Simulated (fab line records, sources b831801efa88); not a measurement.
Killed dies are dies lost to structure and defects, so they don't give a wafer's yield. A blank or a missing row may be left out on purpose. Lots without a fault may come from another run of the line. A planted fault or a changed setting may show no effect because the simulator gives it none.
fab line records | flow sky130
record lots=12 wafers=36 last_day=50
route steps=708 shown POLY_GATE@235 LDD_P@262 LDD_HVP@286 POLY_CUT@318 PAD_OPEN@708
lots that met no fault: from a run of the same line without faults
start_h: hours from the record's first day to the start of the lot's first wafer shown | wait_h: hours since the lot's step before | " the same as in the row above | L1.1+2: a row that stands for several wafers | - no value, or no start given | * or withheld: withheld | < > ~ a bound
route shown NAME@n: a module of which the file shows steps, and the number in the route of the first | usual: mean/standard deviation of fault-free wafers | same: alike in all rows | chamber/n: place in a boat | sites: the reading at each site | _std_site: their standard deviation | _edge_site: outer sites' mean less inner sites' | radius_mm: how far each site lies from the wafer's centre | mask NAME#n: copy n | behind: the tool/chamber that last shaped the wafer | hold: why the lot was held/for how many hours/how that ended | device: the transistor (n, p or np) that didn't switch | end of line: the same wafers' tests at the end of the route | a step without rows: its recipe alone | killed: dies lost to structure and defects at the first sort, not the wafer's yield | map: a wafer's dies, x killed, . not, _ none there
set.NAME: the setting as run; set.NAME@STEP: as run at that earlier step | model.NAME: the simulator's own value behind a step, which no gauge read
steps of the route over a sample of lots; a table a step, a row a wafer
services: from which hour (start_h, from the record's first day; less than 0 if before it) a tool's chamber was out of use, for how many hours, and why
## steps
# step SKY_POLY_GATE_THK_MEAS_21
# recipe reads=SiO2_of_POLY_GATE_OXIDATION_20
# usual POLY_GATE_OXIDATION_THK=4.00/0.11
# columns lot.wafer tool chamber start_h wait_h POLY_GATE_OXIDATION_THK[nm]
L343.1 film_metro-04 - 422.60 0.0 4.05
L343.2 " - " " 4.02
L343.6 " - " " 4.03
L344.1 film_metro-02 - 422.60 0.0 4.10
L344.4 " - " " 4.11
L344.5 " - " " 4.12
L345.1 film_metro-03 - 422.60 0.0 3.95
L345.3 " - " " 4.00
L345.6 " - " " 4.06
L346.3 film_metro-04 - 432.78 0.0 3.91
L346.4 " - " " 3.95
L346.5 " - " " 3.98
L349.2 film_metro-04 - 437.25 0.0 4.05
L349.5 " - " " 4.06
L349.6 " - " " 4.10
L348.3 film_metro-04 - 438.67 0.0 3.97
L348.5 " - " " 3.94
L348.6 " - " " 3.94
L351.1 film_metro-03 - 451.79 0.0 3.98
L351.5 " - " " 3.96
L351.6 " - " " 3.99
L352.3 film_metro-02 - 464.86 0.0 3.93
L352.5 " - " " 3.98
L352.6 " - " " 3.91
L355.1 film_metro-04 - 485.34 0.0 3.86
L355.2 " - " " 3.83
L355.4 " - " " 3.83
L362.1 film_metro-02 - 546.93 0.0 4.16
L362.3 " - " " 4.21
L362.5 " - " " 4.10
L363.3 film_metro-02 - 562.40 0.0 4.04
L363.5 " - " " 4.08
L363.6 " - " " 4.11
L364.1 film_metro-03 - 566.14 0.0 4.09
L364.2 " - " " 4.15
L364.5 " - " " 4.18
# step SKY_LDD_P_CD_MEAS_07
# recipe target_cd_nm=380
# usual cd_nm=379.4/2.4
# columns lot.wafer tool chamber start_h wait_h cd_nm
L343.1 cd_sem-02 - 485.29 0.1 376.6
L343.2 " - " " 376.0
L343.6 " - " " 374.3
L344.1 cd_sem-01 - 485.32 0.1 379.9
L344.4 " - " " 382.7
L344.5 " - " " 379.6
L345.1 cd_sem-01 - 486.29 0.1 379.4
L345.3 " - " " 378.8
L345.6 " - " " 379.4
L346.3 cd_sem-02 - 495.58 0.1 382.3
L346.4 " - " " 380.4
L346.5 " - " " 381.0
L349.2 cd_sem-01 - 499.46 0.1 379.3
L349.5 " - " " 380.2
L349.6 " - " " 377.8
L348.3 cd_sem-02 - 500.76 0.1 383.4
L348.5 " - " " 379.2
L348.6 " - " " 378.9
L351.1 cd_sem-02 - 513.17 0.1 379.0
L351.5 " - " " 379.8
L351.6 " - " " 377.7
L352.3 cd_sem-01 - 526.21 0.1 380.7
L352.5 " - " " 382.8
L352.6 " - " " 381.1
L355.1 cd_sem-01 - 546.29 0.1 375.6
L355.2 " - " " 378.7
L355.4 " - " " 378.1
L362.1 cd_sem-02 - 605.99 0.1 378.9
L362.3 " - " " 380.1
L362.5 " - " " 375.5
L363.3 cd_sem-01 - 620.03 0.1 378.2
L363.5 " - " " 380.5
L363.6 " - " " 379.0
L364.1 cd_sem-01 - 624.37 0.1 377.0
L364.2 " - " " 378.7
L364.5 " - " " 380.8
# step SKY_LDD_HVP_IMPLANT_08
# recipe species=B energy_kev=20 dose_cm2=1.7e+13 tilt_deg=17.9
# usual beam_on_s=9.98/0.19 end_station_pressure_torr=5.09e-06/2.8e-07 faraday_current_uA=96.0/1.7
# columns lot.wafer tool chamber start_h wait_h beam_on_s end_station_pressure_torr faraday_current_uA
L343.1 implanter-03 0 545.98 0.0 9.95 4.9e-06 96.7
L343.2 " 0 " " 9.71 4.89e-06 98.9
L343.6 " 0 " " 9.99 5.13e-06 95.6
L344.1 implanter-04 0 546.28 0.0 10.01 5.04e-06 95.7
L344.4 " 0 " " 9.83 5.35e-06 97.1
L344.5 " 0 " " 10.10 5.47e-06 94.9
L345.1 implanter-03 0 547.28 0.0 9.94 5.47e-06 96.4
L345.3 " 0 " " 10.00 4.7e-06 96.0
L345.6 " 0 " " 9.68 5.09e-06 98.5
L346.3 implanter-03 0 556.88 0.1 10.12 5.03e-06 94.6
L346.4 " 0 " " 10.12 5.1e-06 94.4
L346.5 " 0 " " 9.76 5.16e-06 98.4
L349.2 implanter-04 0 558.23 0.0 9.98 4.81e-06 95.6
L349.5 " 0 " " 9.92 4.72e-06 96.5
L349.6 " 0 " " 9.57 5.22e-06 100.1
L348.3 implanter-03 0 561.78 0.1 9.97 5.16e-06 96.6
L348.5 " 0 " " 9.69 5.22e-06 98.7
L348.6 " 0 " " 9.75 5.39e-06 97.6
L351.1 implanter-04 0 573.93 0.0 9.68 4.8e-06 98.9
L351.5 " 0 " " 9.68 5.29e-06 98.8
L351.6 " 0 " " 10.17 5.25e-06 94.1
L352.3 implanter-04 0 585.68 0.1 9.95 5e-06 96.4
L352.5 " 0 " " 10.33 4.97e-06 93.2
L352.6 " 0 " " 10.00 5.19e-06 96.1
L355.1 implanter-01 0 604.48 0.0 9.90 5.12e-06 96.8
L355.2 " 0 " " 9.89 4.57e-06 96.6
L355.4 " 0 " " 9.77 5.04e-06 98.4
L362.1 implanter-04 0 664.63 0.0 10.06 5.29e-06 95.7
L362.3 " 0 " " 9.84 5.27e-06 97.0
L362.5 " 0 " " 10.08 4.83e-06 95.1
L363.3 implanter-04 0 677.28 0.1 11.56 8.336e-05 81.7
L363.5 " 0 " " 11.44 7.609e-05 82.8
L363.6 " 0 " " 11.70 8.201e-05 81.0
L364.1 implanter-04 0 681.41 0.0 11.44 8.425e-05 82.6
L364.2 " 0 " " 11.50 8.049e-05 81.8
L364.5 " 0 " " 11.19 7.74e-05 84.6
# step SKY_LDD_HVP_TW_MEAS_10
# usual LDD_HVP_TW=452.3/3
# columns lot.wafer tool chamber start_h wait_h LDD_HVP_TW
L343.1 film_metro-01 - 546.23 0.1 450.6
L343.2 " - " " 451.6
L343.6 " - " " 449.7
L344.1 film_metro-01 - 546.53 0.1 448.7
L344.4 " - " " 449.5
L344.5 " - " " 449.3
L345.1 film_metro-01 - 547.53 0.1 446.0
L345.3 " - " " 446.9
L345.6 " - " " 450.6
L346.3 film_metro-03 - 557.10 0.1 457.3
L346.4 " - " " 457.3
L346.5 " - " " 456.6
L349.2 film_metro-01 - 558.47 0.1 448.4
L349.5 " - " " 450.3
L349.6 " - " " 450.8
L348.3 film_metro-02 - 562.00 0.1 452.8
L348.5 " - " " 454.7
L348.6 " - " " 452.5
L351.1 film_metro-03 - 574.18 0.1 459.5
L351.5 " - " " 455.1
L351.6 " - " " 455.0
L352.3 film_metro-02 - 585.90 0.1 451.9
L352.5 " - " " 451.7
L352.6 " - " " 450.7
L355.1 film_metro-03 - 604.73 0.1 454.1
L355.2 " - " " 454.0
L355.4 " - " " 453.3
L362.1 film_metro-01 - 664.88 0.1 453.5
L362.3 " - " " 454.4
L362.5 " - " " 452.5
L363.3 film_metro-02 - 677.50 0.1 477.1
L363.5 " - " " 476.8
L363.6 " - " " 478.7
L364.1 film_metro-01 - 681.66 0.1 472.7
L364.2 " - " " 471.2
L364.5 " - " " 472.9
# step SKY_POLY_CUT_ETCH_11
# recipe target=Si3N4 chemistry=CF4/CH2F2/Ar stop_on=poly-Si source_w=600 bias_w=150 pressure_mtorr=40 cf4_flow_sccm=40 ch2f2_flow_sccm=20 Ar_flow_sccm=150 time_s=42.5 target_depth_a=600
# usual cf4_flow_sccm=39.99/0.099 ch2f2_flow_sccm=19.99/0.066 drypump_motor_current_A=5.8/0.52 mfc_ar_sccm=149.9/0.48 oes_product_au=0.827/0.0067 throttle_valve_pct=14.993/0.009
# columns lot.wafer tool chamber start_h wait_h cf4_flow_sccm ch2f2_flow_sccm drypump_motor_current_A mfc_ar_sccm oes_product_au rf_hours_counter_h throttle_valve_pct
L343.1 rie_diel-01 0 606.23 0.0 40.01 20.07 6.2 150.2 0.836 17 14.988
L343.2 " 3 " " 39.96 20.06 5.9 149.5 0.823 14 14.992
L343.6 " 0 " " 40.08 19.96 6.2 149.3 0.839 - 15.011
L345.1 rie_diel-01 3 610.23 0.0 39.96 19.96 6.0 149.7 0.820 14 15.010
L345.3 " 1 " " 39.82 20.00 5.2 149.6 0.818 10 14.991
L345.6 " 1 " " 40.00 19.90 5.1 150.1 0.830 - 14.988
L344.1 rie_diel-02 3 610.32 0.0 40.06 20.10 6.3 149.4 0.828 4 14.981
L344.4 " 0 " " 40.00 20.04 4.9 149.8 0.820 7 14.988
L344.5 " 3 " " 40.08 19.96 6.3 149.3 0.828 - 14.988
L346.3 rie_diel-03 2 618.46 0.0 39.98 20.13 5.3 149.0 0.810 3 14.977
L346.4 " 3 " " 39.96 20.00 6.6 150.1 0.810 57 14.999
L346.5 " 2 " " 40.08 20.07 5.3 148.9 0.809 - 14.997
L349.2 rie_diel-02 0 625.58 0.0 39.99 20.08 4.9 149.9 0.826 7 14.981
L349.5 " 3 " " 39.95 20.05 6.3 150.0 0.819 - 14.996
L349.6 " 2 " " 39.83 20.01 5.2 149.6 0.832 - 14.997
L348.3 rie_diel-03 1 625.87 0.0 40.13 19.96 5.5 149.4 0.834 1 14.984
L348.5 " 2 " " 40.02 19.87 5.3 150.7 0.827 - 14.994
L348.6 " 3 " " 39.89 19.98 6.6 149.7 0.826 - 15.003
L351.1 rie_diel-01 2 637.68 0.0 40.02 20.10 6.5 149.2 0.818 43 14.995
L351.5 " 2 " " 39.75 20.04 6.4 150.2 0.820 - 14.984
L351.6 " 3 " " 39.98 19.98 5.9 148.8 0.815 - 14.996
L352.3 rie_diel-01 2 646.48 0.0 40.00 19.94 6.5 150.0 0.824 43 14.980
L352.5 " 2 " " 40.09 20.01 6.5 150.7 0.825 - 15.004
L352.6 " 3 " " 39.93 19.83 5.9 150.1 0.821 - 14.984
L355.1 rie_diel-02 1 665.32 0.0 39.85 19.94 6.0 149.8 0.826 7 14.995
L355.2 " 2 " " 40.01 19.98 5.2 149.3 0.824 16 14.999
L355.4 " 3 " " 40.14 20.00 6.3 149.4 0.841 5 14.989
L362.1 rie_diel-01 1 721.72 0.0 40.18 20.06 5.2 149.6 0.835 12 14.977
L362.3 " 3 " " 39.93 19.94 6.0 149.5 0.832 17 15.003
L362.5 " 1 " " 40.05 20.09 5.2 149.8 0.828 - 14.981
L363.3 rie_diel-01 2 736.09 0.0 39.88 20.05 6.4 150.3 0.827 45 14.993
L363.5 " 0 " " 40.06 20.06 6.2 149.1 0.827 - 14.986
L363.6 " 1 " " 39.93 20.08 5.1 149.1 0.827 - 14.996
L364.1 rie_diel-03 1 738.14 0.0 39.96 19.99 5.5 150.6 0.842 4 14.990
L364.2 " 0 " " 39.88 20.03 5.8 149.6 0.838 2 14.999
L364.5 " 1 " " 39.89 19.99 5.5 150.2 0.839 - 14.982
# step SKY_PAD_OPEN_PROBE_99
# usual killed_at_M0_to_M3=43/7.4 killed_at_M4_up=3.5/2.1 killed_at_contacts=24/5.4 killed_at_front_end=15/4.7 killed_at_other=0.2/0.44 killed_dies=85/10 killed_open=47/7.1 killed_short=38/7
# same gross_dies=492 killed_at_back_side=0
# columns lot.wafer tool chamber start_h wait_h killed_at_M0_to_M3 killed_at_M4_up killed_at_contacts killed_at_front_end killed_at_other killed_dies killed_open killed_short
L355.1 prober-02 - 1150.19 0.1 36 2 28 19 1 86 50 36
# killed by level:class
L355.1 CONTACT:geometric_particle:open=10 VIA1:geometric_particle:open=9 CONTACT:geometric_particle:short=8 FIELD_ISO:geometric_particle:open=7 METAL2:geometric_particle:short=6 LI_CONTACT:geometric_particle:open=5 VIA2:geometric_particle:open=5 VIA3:geometric_particle:open=5
## services
# columns tool chamber start_h hours kind
rie_diel-03 1 523.82 - clean
rie_diel-03 1 523.82 14.7 scheduled_down
rie_diel-03 1 523.82 14.7 vent_cycle
implanter-04 - 549.18 3.7 pm
rie_diel-03 3 561.38 4.4 repair
rie_diel-02 - 584.14 0.8 repair
rie_diel-02 0 604.33 4.4 repair
rie_diel-03 1 606.25 4.5 repair
implanter-03 - 607.63 0.6 repair
implanter-04 - 613.98 4.0 repair
implanter-03 - 614.14 1.8 repair
implanter-01 - 615.90 5.3 repair
implanter-04 - 625.01 1.0 repair
rie_diel-03 0 636.74 - clean
rie_diel-03 0 636.74 34.1 scheduled_down
rie_diel-03 0 636.74 34.1 vent_cycle
implanter-01 - 652.70 5.6 repair
rie_diel-03 3 670.84 - clean
rie_diel-03 3 670.84 21.6 scheduled_down
rie_diel-01 - 675.81 2.8 pm
implanter-04 - 698.42 1.2 repair
implanter-04 - 700.45 6.0 pm
rie_diel-01 2 720.83 4.2 repair
implanter-01 - 722.16 1.9 pm
## key
first_sign step=SKY_LDD_HVP_IMPLANT_08 reading=end_station_pressure_torr direction=up sigmas=99+ usual=5.09e-06 struck=8.06e-05
effect step=SKY_LDD_HVP_IMPLANT_08 reading=beam_on_s direction=up sigmas=8 usual=9.98 struck=11.47
effect step=SKY_LDD_HVP_TW_MEAS_10 reading=LDD_HVP_TW direction=up sigmas=7.6 usual=452.3 struck=474.9
met_at SKY_LDD_HVP_IMPLANT_08
struck_lots L363,L364
tester_left_out L363,L364
not_acting_at SKY_POLY_GATE_THK_MEAS_21,SKY_LDD_P_CD_MEAS_07,SKY_POLY_CUT_ETCH_11
onset_between 664.63 677.28
fault kind=process_parameter_drift tool=implanter-04 chamber=- onset_h=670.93 steps=SKY_LDD_HVP_IMPLANT_08 channel=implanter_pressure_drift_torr offset=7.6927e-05 shape=step end_h=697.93
fault kind=process_parameter_drift tool=implanter-04 chamber=- onset_h=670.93 steps=SKY_LDD_HVP_IMPLANT_08 channel=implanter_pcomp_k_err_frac offset=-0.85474 shape=step end_h=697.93
# tester_left_out: of these lots the tester's yield and bins aren't shown, on N5 and GAA mostly nor the transistor test; their killed dies are dies lost to structure and defects alone, not to doping, threshold or leakage, so they don't give the yield
